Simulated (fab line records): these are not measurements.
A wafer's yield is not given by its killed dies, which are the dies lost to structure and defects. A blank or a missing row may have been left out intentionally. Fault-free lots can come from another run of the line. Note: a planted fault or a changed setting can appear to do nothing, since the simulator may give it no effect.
Struck lot and sound lot, side by side || flow sky130 || 35 steps out of a route of 708
Sound: these wafers, L552.1, L552.3, L552.6. Struck: wafers L561.2, L561.6 (left out: L561.4, a lot-mate that was not struck); the cause follows at the end.
At each step with rows: each side's tool, then ch and its chambers, then its first start. Under that, the readings that differ: sound wafers || struck wafers || difference of the means || sigmas: that difference in standard deviations of wafers without a fault.
alike: a reading whose means differ by less than 2 such deviations, as well as words and numbers matching on both sides. not compared: withheld readings; readings where some wafer has no value; bounds like >300 that might hide an equal value; numbers whose values overlap and for which the record gives no deviation.
Wherever a step has rows on one side only, a row that says differs or no value, or a row with sigmas, the two part there. Numbers that don't overlap but have no deviation are shown without sigmas and don't part them. A reading missing from all wafers of one side parts the sides only when that side holds two or more wafers.

first, 6 steps without rows for these wafers: SKY_METAL5_HMDS_08 (prime time 60 s); SKY_METAL5_COAT_09 (resist thk 1800 nm); SKY_METAL5_SOFTBAKE_10 (time 60 s); SKY_METAL5_EXPOSE_11 (exposes mask MM5, target cd 1600 nm); SKY_METAL5_PEB_12; SKY_METAL5_DEVELOP_13 (develop time 60 s).
SKY_METAL5_DESCUM_14: chemistry O2, time 11 s.
  sound on rieMetal-02 ch 0,1, day 44 06:17; struck on rieMetal-02 ch 1, day 46 18:17
  alike: drypumpMotorCurrentA, oesProductAu
  not compared: rfHoursCounterH
SKY_METAL5_METAL_ETCH_15: etches the open film in Cl2/BCl3, stops on SiO2, target depth 1260 nm, time 252 s.
  sound on rieMetal-02 ch 0,1, day 44 06:20; struck on rieMetal-02 ch 1, day 46 18:20
  alike: drypumpMotorCurrentA, oesProductAu, throttleValvePct
  not compared: rfHoursCounterH
SKY_METAL5_STRIP_16: strips in O2/N2.
  sound on plasmaAsher-01 ch 0,1, day 44 06:34; struck on plasmaAsher-02 ch 0,1, day 46 18:34
  alike: drypumpMotorCurrentA, oesProductAu, stripTimeToEndpointS
  not compared: rfHoursCounterH
then, 3 steps without rows for these wafers: SKY_METAL5_STRIP_17 (strips in post etch residue remover, time 1200 s); SKY_METAL5_CLEAN_18 (cleans in IPA, time 180 s); SKY_METAL5_CLEAN_19 (cleans in O3/DIW).
SKY_PASSIVATION_CVD_00: deposits SiO2, target thk 90 nm.
  sound on pecvd-03 ch 0,1,2, day 44 07:09; struck on pecvd-04 ch 0,1, day 46 19:10
{"reading": "model.SiO2_of_PASSIVATION_CVD_00.thkNm (nm)", "sound": "91.86 89.05 91.01", "struck": "135.5 136.5", "difference": "+45.4", "sigmas": ""}
  alike: heaterPowerW
SKY_PASSIVATION_THK_MEAS_01:
  sound on filmMetro-02, day 44 07:10; struck on filmMetro-03, day 46 19:12
{"reading": "PASSIVATION_CVD_00_THK (nm)", "sound": "91.8 89.1 90.9", "struck": "135.5 136.4", "difference": "+45.3", "sigmas": "+35"}
then, 1 step without rows for these wafers: SKY_PASSIVATION_CVD_02 (deposits Si3N4, target thk 540 nm).
SKY_PASSIVATION_THK_MEAS_03:
  sound on filmMetro-03, day 44 07:28; struck on filmMetro-04, day 46 19:29
  alike: PASSIVATION_CVD_02_THK
then, 7 steps without rows for these wafers: SKY_PASSIVATION_DEHYDRATE_04 (time 60 s); SKY_PASSIVATION_HMDS_05 (prime time 60 s); SKY_PASSIVATION_COAT_06 (resist thk 3000 nm); SKY_PASSIVATION_SOFTBAKE_07; SKY_PASSIVATION_EXPOSE_08 (exposes mask NSM, target cd 3000 nm); SKY_PASSIVATION_PEB_09; SKY_PASSIVATION_DEVELOP_10 (develop time 60 s).
SKY_PASSIVATION_ETCH_11: etches the open film in CF4/O2, stops on AlCu, target depth 725 nm, time 161.1 s.
  sound on rieDiel-02 ch 0,1,2, day 45 05:07; struck on rieDiel-04 ch 2,3, day 47 15:40
{"reading": "oesProductAu (a.u.)", "sound": "0.970 0.962 0.978", "struck": "0.989 1.003", "difference": "+0.026", "sigmas": "+4"}
{"reading": "model.PASSIVATION.featureDepthNm (nm)", "sound": "698.1 683.3 707", "struck": "713.2 717.3", "difference": "+19.1", "sigmas": ""}
{"reading": "model.etch.depthNm (nm)", "sound": "698.1 683.3 707", "struck": "713.2 717.3", "difference": "+19.1", "sigmas": ""}
  alike: drypumpMotorCurrentA, throttleValvePct
  not compared: rfHoursCounterH
SKY_PASSIVATION_STRIP_12: strips in O2/N2.
  sound on plasmaAsher-04 ch 0,1, day 45 05:13; struck on plasmaAsher-04 ch 1, day 47 15:46
  alike: drypumpMotorCurrentA, oesProductAu, stripTimeToEndpointS
  not compared: rfHoursCounterH
then, 7 steps without rows for these wafers: SKY_PAD_OPEN_DEHYDRATE_00 (time 60 s); SKY_PAD_OPEN_HMDS_01 (prime time 60 s); SKY_PAD_OPEN_COAT_02 (resist thk 3000 nm); SKY_PAD_OPEN_SOFTBAKE_03; SKY_PAD_OPEN_EXPOSE_04 (exposes mask PDM, target cd 60000 nm); SKY_PAD_OPEN_PEB_05; SKY_PAD_OPEN_DEVELOP_06 (develop time 60 s).
SKY_PAD_OPEN_ETCH_07: etches the open film in CF4/O2, stops on AlCu, target depth 725 nm, time 161.1 s.
  sound on rieDiel-03 ch 0,1,3, day 46 02:53; struck on rieDiel-01 ch 2,3, day 48 10:43
{"reading": "oesProductAu (a.u.)", "sound": "0.976 0.959 0.983", "struck": "0.983 1.011", "difference": "+0.024", "sigmas": "+3"}
  alike: drypumpMotorCurrentA, throttleValvePct
  not compared: rfHoursCounterH, model.PAD_OPEN.featureDepthNm, model.etch.depthNm
SKY_PAD_OPEN_STRIP_08: strips in O2/N2.
  sound on plasmaAsher-03 ch 0,1, day 46 02:59; struck on plasmaAsher-04 ch 0,1, day 48 10:49
  alike: drypumpMotorCurrentA, oesProductAu
  not compared: rfHoursCounterH
SKY_PAD_OPEN_PROBE_99:
  sound on prober-02, day 46 06:02; struck on prober-02, day 48 13:05
  alike: defectLimitedYield, killed_at_M0_to_M3, killed_at_M4_up, killedAtContacts, killedAtFrontEnd, killedAtOther, killedDies, killedOpen, killedShort, sort_bin_3_pad_short, sort_bin_5_function, sort_bin_6_memory, sortNPass, sortYieldPct

## WHERE THEY PART
At SKY_PASSIVATION_THK_MEAS_01 first; at SKY_PAD_OPEN_ETCH_07 last (within this record only). Later steps at which nothing parts them and some readings are alike: SKY_PAD_OPEN_STRIP_08, SKY_PAD_OPEN_PROBE_99.

WHY: what the simulator had put in
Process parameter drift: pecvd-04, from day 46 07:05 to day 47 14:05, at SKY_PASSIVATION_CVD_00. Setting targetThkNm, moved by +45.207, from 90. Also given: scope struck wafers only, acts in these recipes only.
